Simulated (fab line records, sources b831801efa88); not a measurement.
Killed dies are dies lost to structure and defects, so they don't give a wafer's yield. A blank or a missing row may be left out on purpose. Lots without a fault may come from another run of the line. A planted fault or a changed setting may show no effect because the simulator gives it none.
Problem report in the 8D (eight disciplines) form, filled by code | flow sky130 | the parts of the form that need people (team, actions taken, sign-off) are left out

1. THE PROBLEM
heater_power_total_W at SKY_RES_PROTECT_SOFTBAKE_03 reads a mean of 60.65 W on 6 wafers of 2 lots; wafers without a fault read 56.60 W with a standard deviation of 0.049. That is +83 standard deviations from the usual mean.
The step: time 60 s.
First seen on wafer L300.1, day 18 05:07, on litho_track-04. The record holds 39 wafers of 13 lots with a number at this step. Rule for "out", or "out of limits": more than 4 standard deviations from the usual mean. The other wafers with a number count as sound.

2. WHAT IT IS AND WHAT IT IS NOT
question                    | is                                 | is not
which readings at this step | heater_power_total_W, run_length_s | -
which lots                  | L300, L302                         | L290, L293, L294, L296, L306, L307, L308, L309, L310, L311, L312
which wafers of those lots  | all that have a number             | -
read on which tools         | litho_track-04                     | litho_track-02, litho_track-03
when                        | from day 18 05:07                  | up to then (12 sound wafers); but 21 sound wafers of L306, L307, L308, L309, L310, L311, L312 came after

3. SUSPECTS, AND WHAT RULES EACH OUT
Counting: a tool at a process step up to the reading stays a suspect if it ran every lot that is out and no sound lot after the first of them.
- litho_track-04 at SKY_RES_PROTECT_SOFTBAKE_03 (time 60 s): ruled out as a lasting fault. Sound lots L310, L311 ran on it after its first lot that is out, L300 (day 18 05:07).
Left after counting: nothing in the record.

4. THE CAUSE (what the simulator had put in)
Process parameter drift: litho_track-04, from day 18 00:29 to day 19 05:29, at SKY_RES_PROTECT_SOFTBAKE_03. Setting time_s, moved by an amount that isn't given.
Counting ruled it out, wrongly.

5. THE CHAIN OF EFFECTS, in route order
Each row: a reading whose mean over the struck wafers that have a number lies more than 3 standard deviations from the usual. Only readings for which the record gives a usual standard deviation are gone through. hours: the time from each lot's start at the first step in this table that gives one to its start at this step, as a median over the lots. sigmas: the change in usual standard deviations.
hours | step                        | reading              | usual   | on struck wafers | change | sigmas
0     | SKY_RES_PROTECT_SOFTBAKE_03 | heater_power_total_W | 56.60 W | 60.65            | +4.05  | +83
0     | SKY_RES_PROTECT_SOFTBAKE_03 | run_length_s         | 89.27 s | 77.78            | -11.49 | -52
The process steps in it:
- SKY_RES_PROTECT_SOFTBAKE_03: time 60 s.

6. WHAT WOULD HAVE CAUGHT IT SOONER
In this record the first reading out of limits was taken at day 18 05:07, 5 hours after the fault began at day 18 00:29.
